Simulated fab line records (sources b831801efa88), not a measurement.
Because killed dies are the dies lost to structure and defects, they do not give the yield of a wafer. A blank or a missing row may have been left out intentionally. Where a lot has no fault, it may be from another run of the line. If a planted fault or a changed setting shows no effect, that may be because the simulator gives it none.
Which tool did it? | flow sky130 | Sampling: 11 lots, 33 wafers, 5 of 708 route steps

## WHAT THE GAUGES SHOWED, per wafer
SKY_CAP2M_THK_MEAS_01. Usual: CAP2M_CVD_00_THK gives 15.47 nm (standard deviation 0.22).
lot  | measured     | on           | CAP2M_CVD_00_THK (nm) | flag
L743 | day 41 07:14 | filmMetro-04 | 15.37 15.81 15.77     | 
L744 | day 41 21:44 | filmMetro-04 | 15.43 15.49 15.69     | 
L746 | day 42 01:56 | filmMetro-01 | 15.35 15.72 15.64     | 
L748 | day 42 19:28 | filmMetro-01 | 15.12 15.04 15.11     | 
L749 | day 42 22:34 | filmMetro-04 | 15.29 15.69 15.65     | 
L752 | day 43 17:03 | filmMetro-04 | 15.67 15.75 15.80     | 
L758 | day 45 03:03 | filmMetro-01 | 7.44 15.64 15.60      | OFF
L759 | day 45 06:15 | filmMetro-02 | 15.39 7.08 15.57      | OFF
L760 | day 45 16:17 | filmMetro-01 | 15.48 15.29 15.49     | 
L764 | day 46 06:15 | filmMetro-04 | 15.53 15.18 15.86     | 
L763 | day 46 11:05 | filmMetro-01 | 15.23 15.34 15.48     | 

## EACH LOT AND THE TOOL THAT RAN IT (in order: tool; ch and the chambers of the sampled wafers; start)
lot  | SKY_VIA3_ETCH_14                  | SKY_METAL4_SPUTTER_01       | SKY_METAL4_SPUTTER_03       | SKY_CAP2M_CVD_00
L743 | rieDiel-01 ch 1,2,3, day 41 05:41 | pvdSputter-02, day 41 07:04 | pvdSputter-02, day 41 07:08 | pecvd-04 ch 1,2, day 41 07:12
L744 | rieDiel-01 ch 2,3, day 41 20:07   | pvdSputter-03, day 41 21:35 | pvdSputter-03, day 41 21:39 | pecvd-03 ch 1,2, day 41 21:43
L746 | rieDiel-04 ch 1,3, day 42 00:19   | pvdSputter-02, day 42 01:47 | pvdSputter-02, day 42 01:51 | pecvd-01 ch 0,1,2, day 42 01:55
L748 | rieDiel-02 ch 0,1,2, day 42 17:53 | pvdSputter-01, day 42 19:16 | pvdSputter-01, day 42 19:20 | pecvd-01 ch 0,2, day 42 19:25
L749 | rieDiel-01 ch 0,1,3, day 42 21:02 | pvdSputter-01, day 42 22:25 | pvdSputter-01, day 42 22:28 | pecvd-04 ch 2, day 42 22:32
L752 | rieDiel-01 ch 0,1,3, day 43 15:29 | pvdSputter-01, day 43 16:53 | pvdSputter-01, day 43 16:56 | pecvd-04 ch 0,2, day 43 17:01
L758 | rieDiel-02 ch 0,2,3, day 45 01:29 | pvdSputter-01, day 45 02:52 | pvdSputter-01, day 45 02:56 | pecvd-04 ch 0,1, day 45 03:00
L759 | rieDiel-01 ch 0,2, day 45 04:35   | pvdSputter-03, day 45 06:05 | pvdSputter-03, day 45 06:09 | pecvd-04 ch 0,1,2, day 45 06:13
L760 | rieDiel-02 ch 0,3, day 45 14:44   | pvdSputter-03, day 45 16:07 | pvdSputter-03, day 45 16:11 | pecvd-03 ch 0,1, day 45 16:14
L764 | rieDiel-01 ch 0,2, day 46 04:43   | pvdSputter-03, day 46 06:05 | pvdSputter-03, day 46 06:10 | pecvd-01 ch 0,1, day 46 06:14
L763 | rieDiel-01 ch 1,2, day 46 09:32   | pvdSputter-03, day 46 10:55 | pvdSputter-03, day 46 10:59 | pecvd-01 ch 0,2, day 46 11:03
- SKY_VIA3_ETCH_14: etches BARC in N2/H2, stops on SiO2, time 45.9 s, target depth 60 nm.
- SKY_METAL4_SPUTTER_01: material TiN, target thk 20 nm, time 16.7 s.
- SKY_METAL4_SPUTTER_03: material Ti, target thk 5 nm, time 3.3 s.
- SKY_CAP2M_CVD_00: deposits SiO2, target thk 15.5 nm.

## AS READ BY THE TOOLS THEMSELVES (means over the sampled wafers that have a number; for cases with no such wafer, the mark the record gives instead)
SKY_VIA3_ETCH_14. Usual: drypumpMotorCurrentA 5.7 A, standard deviation 0.3; oesProductAu 0.854 a.u., standard deviation 0.0043; throttleValvePct 13.225 %, standard deviation 0.0095.
lot  | tool       | drypumpMotorCurrentA (A) | oesProductAu (a.u.) | throttleValvePct (%) | flag
L743 | rieDiel-01 | 5.8                      | 0.851               | 13.224               | 
L744 | rieDiel-01 | 5.6                      | 0.855               | 13.231               | 
L746 | rieDiel-04 | 5.8                      | 0.857               | 13.221               | 
L748 | rieDiel-02 | 5.6                      | 0.858               | 13.221               | 
L749 | rieDiel-01 | 5.8                      | 0.852               | 13.223               | 
L752 | rieDiel-01 | 5.8                      | 0.854               | 13.221               | 
L758 | rieDiel-02 | 5.7                      | 0.855               | 13.222               | 
L759 | rieDiel-01 | 6.0                      | 0.855               | 13.224               | 
L760 | rieDiel-02 | 5.7                      | 0.853               | 13.220               | 
L764 | rieDiel-01 | 6.1                      | 0.849               | 13.226               | 
L763 | rieDiel-01 | 6.2                      | 0.855               | 13.227               | 

SKY_METAL4_SPUTTER_01. Usual: cathodeDcPowerW 6500.0 W, standard deviation 1.1; throttleValvePct 29.9 %, standard deviation 0.79.
lot  | tool          | cathodeDcPowerW (W) | throttleValvePct (%) | flag
L743 | pvdSputter-02 | 6499.9              | 30.2                 | 
L744 | pvdSputter-03 | 6499.0              | 30.1                 | 
L746 | pvdSputter-02 | 6499.6              | 30.3                 | 
L748 | pvdSputter-01 | 6499.7              | 30.1                 | 
L749 | pvdSputter-01 | 6500.9              | 29.0                 | 
L752 | pvdSputter-01 | 6499.6              | 29.5                 | 
L758 | pvdSputter-01 | 6500.8              | 30.1                 | 
L759 | pvdSputter-03 | 6500.9              | 30.2                 | 
L760 | pvdSputter-03 | 6500.0              | 30.0                 | 
L764 | pvdSputter-03 | 6499.6              | 29.8                 | 
L763 | pvdSputter-03 | 6500.5              | 30.0                 | 

SKY_METAL4_SPUTTER_03. Usual: cathodeDcPowerW 3000.0 W, standard deviation 0.58; throttleValvePct 29.9 %, standard deviation 0.78.
lot  | tool          | cathodeDcPowerW (W) | throttleValvePct (%) | flag
L743 | pvdSputter-02 | 3000.5              | 30.1                 | 
L744 | pvdSputter-03 | 2999.6              | 30.1                 | 
L746 | pvdSputter-02 | 2999.8              | 30.1                 | 
L748 | pvdSputter-01 | 2999.9              | 30.1                 | 
L749 | pvdSputter-01 | 2999.9              | 28.9                 | 
L752 | pvdSputter-01 | 2999.8              | 29.8                 | 
L758 | pvdSputter-01 | 3000.0              | 30.0                 | 
L759 | pvdSputter-03 | 2999.9              | 30.3                 | 
L760 | pvdSputter-03 | 2999.9              | 30.0                 | 
L764 | pvdSputter-03 | 3000.1              | 29.8                 | 
L763 | pvdSputter-03 | 3000.6              | 29.9                 | 

SKY_CAP2M_CVD_00. Usual: heaterPowerW reads 746 W (standard deviation 84).
lot  | tool     | heaterPowerW (W) | flag
L743 | pecvd-04 | 719              | 
L744 | pecvd-03 | 763              | 
L746 | pecvd-01 | 781              | 
L748 | pecvd-01 | 806              | 
L749 | pecvd-04 | 720              | 
L752 | pecvd-04 | 707              | 
L758 | pecvd-04 | 678              | 
L759 | pecvd-04 | 708              | 
L760 | pecvd-03 | 770              | 
L764 | pecvd-01 | 764              | 
L763 | pecvd-01 | 750              | 

## THE ANSWER, worked out from the rows above alone
Rule: take the mean of a lot's wafers that have a number; if it is more than 3 standard deviations from the usual mean, the lot is off. Also off: a lot with no number at a reading for which 4 or more lots have one. The other lots that the step has rows for count as sound. The gauges are gone through in route order, then the tools' own readings, and for those a lot's mean is taken as printed above. At the first step where some lot is off, the reading lying furthest off is the one used; lots without a number count as furthest.
Off: L758, L759, seen at SKY_CAP2M_THK_MEAS_01 (CAP2M_CVD_00_THK).
A tool fits if, at a process step before that reading, it ran every lot that is off, and no sound lot after the first of them. The gauges at SKY_CAP2M_THK_MEAS_01 are tried like those tools. One candidate fits, namely pecvd-04 at SKY_CAP2M_CVD_00. Its last sound lot is L752 (day 43 17:01), its first lot that is off L758 (day 45 03:00): a fault that began between those two fits.

## WHAT HAD BEEN PUT IN BY THE SIMULATOR
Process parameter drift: pecvd-04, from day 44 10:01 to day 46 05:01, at SKY_CAP2M_CVD_00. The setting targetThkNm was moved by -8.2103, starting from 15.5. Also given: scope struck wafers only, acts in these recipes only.
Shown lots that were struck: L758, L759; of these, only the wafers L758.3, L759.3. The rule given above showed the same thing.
